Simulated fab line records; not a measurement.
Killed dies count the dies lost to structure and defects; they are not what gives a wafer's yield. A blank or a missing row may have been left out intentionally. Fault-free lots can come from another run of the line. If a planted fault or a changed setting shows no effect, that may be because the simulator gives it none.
Which tool did it? || flow gf180mcu || Sampling: 11 lots, 33 wafers, 3 of 602 route steps

WHAT EACH GAUGE READ, for each wafer
GF_PASSIVATION_THK_MEAS_01.
{"lot": "L536", "measured": "day 28 14:49", "on": "film-metro-01", "PASSIVATION_CVD_00_THK (nm)": "987 985 1014"}
{"lot": "L537", "measured": "day 29 01:05", "on": "film-metro-04", "PASSIVATION_CVD_00_THK (nm)": "994 1017 1009"}
{"lot": "L538", "measured": "day 29 06:28", "on": "film-metro-04", "PASSIVATION_CVD_00_THK (nm)": "983 975 993"}
{"lot": "L539", "measured": "day 29 15:18", "on": "film-metro-01", "PASSIVATION_CVD_00_THK (nm)": "999 1004 1000"}
{"lot": "L543", "measured": "day 30 23:20", "on": "film-metro-04", "PASSIVATION_CVD_00_THK (nm)": "985 1001 1012"}
{"lot": "L544", "measured": "day 31 06:05", "on": "film-metro-01", "PASSIVATION_CVD_00_THK (nm)": "984 1015 1010"}
{"lot": "L550", "measured": "day 32 21:23", "on": "film-metro-01", "PASSIVATION_CVD_00_THK (nm)": "1128 1150 1144 1129 1150 1143"}
{"lot": "L553", "measured": "day 33 08:28", "on": "film-metro-01", "PASSIVATION_CVD_00_THK (nm)": "1110 1144 1149 1111 1143 1149"}
{"lot": "L554", "measured": "day 33 16:57", "on": "film-metro-04", "PASSIVATION_CVD_00_THK (nm)": "1105 1114 1126 1106 1115 1126"}
{"lot": "L555", "measured": "day 33 20:59", "on": "film-metro-04", "PASSIVATION_CVD_00_THK (nm)": "979 1011 1022"}
{"lot": "L556", "measured": "day 34 02:52", "on": "film-metro-03", "PASSIVATION_CVD_00_THK (nm)": "997 1007 1016"}

EACH LOT AND THE TOOL THAT RAN IT (in order: tool; ch and the chambers of the sampled wafers; start)
{"lot": "L536", "GF_V5_CVD_02": "pecvd-02 ch 0,1,2, day 26 19:11", "GF_PASSIVATION_CVD_00": "pecvd-03 ch 0,1, day 28 14:44"}
{"lot": "L537", "GF_V5_CVD_02": "pecvd-04 ch 0,1, day 27 05:56", "GF_PASSIVATION_CVD_00": "pecvd-01 ch 0,1,2, day 29 01:01"}
{"lot": "L538", "GF_V5_CVD_02": "pecvd-01 ch 1,2, day 27 12:19", "GF_PASSIVATION_CVD_00": "pecvd-01 ch 0,1,2, day 29 06:23"}
{"lot": "L539", "GF_V5_CVD_02": "pecvd-04 ch 0,1, day 27 21:43", "GF_PASSIVATION_CVD_00": "pecvd-03 ch 0,1, day 29 15:13"}
{"lot": "L543", "GF_V5_CVD_02": "pecvd-04 ch 1,2, day 29 06:50", "GF_PASSIVATION_CVD_00": "pecvd-03 ch 0,2, day 30 23:15"}
{"lot": "L544", "GF_V5_CVD_02": "pecvd-02 ch 1,2, day 29 15:05", "GF_PASSIVATION_CVD_00": "pecvd-01 ch 0,1,2, day 31 06:01"}
{"lot": "L550", "GF_V5_CVD_02": "pecvd-02 ch 0,1,2, day 31 05:37", "GF_PASSIVATION_CVD_00": "pecvd-01 ch 0,1,2, day 32 21:17"}
{"lot": "L553", "GF_V5_CVD_02": "pecvd-04 ch 0,2, day 31 20:26", "GF_PASSIVATION_CVD_00": "pecvd-01 ch 1,2, day 33 08:23"}
{"lot": "L554", "GF_V5_CVD_02": "pecvd-04 ch 0,2, day 32 05:29", "GF_PASSIVATION_CVD_00": "pecvd-01 ch 0,1, day 33 16:52"}
{"lot": "L555", "GF_V5_CVD_02": "pecvd-02 ch 0,2, day 32 08:48", "GF_PASSIVATION_CVD_00": "pecvd-03 ch 0,1,2, day 33 20:54"}
{"lot": "L556", "GF_V5_CVD_02": "pecvd-04 ch 0,2, day 32 16:29", "GF_PASSIVATION_CVD_00": "pecvd-02 ch 0,2, day 34 02:48"}
- GF_V5_CVD_02: deposits SiO2 from TEOS, target thk 1450 nm, time 163.28 s.
- GF_PASSIVATION_CVD_00: deposits SiO2 from TEOS, target thk 1000 nm, time 111.95 s.

THE ANSWER, worked out from the rows above alone
Rule: what is usual is taken from the lots themselves. Put in order of their means at a reading, lots are off if they are a third of the lots or fewer, leave a main group of 4 or more, and stand apart from it by a gap of 3 or more times the standard deviation of the main group's means; of several such gaps the widest counts. If all means in a main group match to the digits the tables above print for the reading, that group is not used. A lot without any number at a reading at which 4 lots or more have one is off too. Where the step has rows for the other lots, those lots are counted as sound.
Off: L550, L553, L554, seen at GF_PASSIVATION_THK_MEAS_01 (PASSIVATION_CVD_00_THK). Main group: mean 1000 nm, sd 7.1.
If a tool, at a process step before that reading, ran all the lots that are off and no sound lot after the first of them, it fits. Gauges at GF_PASSIVATION_THK_MEAS_01: tried the same way as those tools. One fits: pecvd-01 at GF_PASSIVATION_CVD_00. Its last sound lot is L544 (day 31 06:01), its first lot that is off L550 (day 32 21:17): a fault that began between those two fits.

WHAT THE SIMULATOR HAD INSERTED
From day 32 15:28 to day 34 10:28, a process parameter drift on pecvd-01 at GF_PASSIVATION_CVD_00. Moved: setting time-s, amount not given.
Struck lots among those shown: L550, L553, L554. The same result came from the rule above.
